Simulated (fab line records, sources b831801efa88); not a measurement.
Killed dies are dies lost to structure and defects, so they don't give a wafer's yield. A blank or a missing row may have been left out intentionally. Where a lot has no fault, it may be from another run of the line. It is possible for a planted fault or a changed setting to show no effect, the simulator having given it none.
Matching of chambers + flow gf180mcu + pecvd-01 running GF_V4_CVD_02: 3 sister chambers
The step deposits SiO2 from TEOS, target thk 850 nm, time 94.851 s. 3 wafers are shown with their chamber, then 9 later ones without.

== WAFERS, EACH WITH ITS CHAMBER ==
| wafer  | chamber | heater_power_w (W) |
|--------|---------|--------------------|
| L083.4 | 0       | 497                |
| L085.5 | 2       | 468                |
| L085.6 | 1       | 509                |

== WAFERS WITH NO CHAMBER GIVEN ==
| wafer  | heater_power_w (W) |
|--------|--------------------|
| L087.1 | 480                |
| L087.5 | 595                |
| L087.6 | 539                |
| L090.1 | 506                |
| L090.2 | 602                |
| L090.6 | 537                |
| L093.1 | 595                |
| L093.2 | 467                |
| L093.5 | 512                |

== WHICH CHAMBER EACH ONE RAN IN ==
| wafer  | from the rows above          | in truth |
|--------|------------------------------|----------|
| L087.1 | can't be placed: 2 or 0 or 1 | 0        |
| L087.5 | can't be placed: 1 or 0 or 2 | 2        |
| L087.6 | can't be placed: 1 or 0 or 2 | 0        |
| L090.1 | can't be placed: 1 or 0 or 2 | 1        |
| L090.2 | can't be placed: 1 or 0 or 2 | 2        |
| L090.6 | can't be placed: 1 or 0 or 2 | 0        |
| L093.1 | can't be placed: 1 or 0 or 2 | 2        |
| L093.2 | can't be placed: 2 or 0 or 1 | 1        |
| L093.5 | can't be placed: 1 or 0 or 2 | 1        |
0 of 9 placed correctly. Can't be placed from these rows: 9 (the true chamber is among the candidates in 9). Wrongly placed: 0.
How it was worked out, from the rows above alone: a wafer's distance from a chamber is the root of the sum, over the readings, of the square of ((its reading less the chamber's mean) divided by the reading's scatter). If the next closest chamber is less than 2 further off than the closest, the wafer can't be placed; otherwise it belongs to the closest. The mean given for a chamber averages the wafers shown for that chamber. The scatter (one wafer shown for each chamber): square how far every hidden wafer sits from the nearest shown wafer, average those squares and take the square root.
